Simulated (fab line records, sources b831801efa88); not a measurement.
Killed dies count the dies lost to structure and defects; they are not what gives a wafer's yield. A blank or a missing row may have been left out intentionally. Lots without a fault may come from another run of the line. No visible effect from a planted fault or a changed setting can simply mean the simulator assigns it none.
Which of the tools did it? || flow sky130 || route of 708 steps, sampled at 1 step: 6 lots, 18 wafers

WHAT THE GAUGES SHOWED, per wafer
SKY_SONOS_ONO_THK_MEAS_03.
{"lot": "L627", "measured": "day 13 16:32", "on": "film_metro-03", "SONOS_ONO_CVD_02_THK (nm)": "10.34 10.43 10.50"}
{"lot": "L628", "measured": "day 14 08:35", "on": "film_metro-03", "SONOS_ONO_CVD_02_THK (nm)": "10.74 10.59 10.73"}
{"lot": "L633", "measured": "day 15 05:56", "on": "film_metro-04", "SONOS_ONO_CVD_02_THK (nm)": "10.39 10.42 10.33"}
{"lot": "L641", "measured": "day 17 15:53", "on": "film_metro-04", "SONOS_ONO_CVD_02_THK (nm)": "10.51 10.50 10.63"}
{"lot": "L644", "measured": "day 18 09:00", "on": "film_metro-03", "SONOS_ONO_CVD_02_THK (nm)": "10.46 10.44 10.48"}
{"lot": "L647", "measured": "day 19 09:55", "on": "film_metro-01", "SONOS_ONO_CVD_02_THK (nm)": "10.59 10.77 10.65"}

WHAT TOOL EACH LOT RAN ON (gives the tool, then ch and the chambers of the sampled wafers, and finally the start)
The record shows no process step preceding these readings.

THE ANSWER, worked out from the rows above alone
Rule: the lots themselves supply what counts as usual. The widest of any qualifying gaps counts: lots, ordered by their means at a reading, are off when they make up no more than a third of the lots, leave a main group of 4 or more, and stand apart from it by 3 or more times the standard deviation of that group's means. If all means in a main group match to the digits the tables above print for the reading, that group is not used. A lot without any number at a reading at which 4 lots or more have one is off too. Where the step has rows for the other lots, those lots are counted as sound.
No lot is off at any reading shown: from this, nothing can be told.

WHAT THE SIMULATOR HAD PUT IN
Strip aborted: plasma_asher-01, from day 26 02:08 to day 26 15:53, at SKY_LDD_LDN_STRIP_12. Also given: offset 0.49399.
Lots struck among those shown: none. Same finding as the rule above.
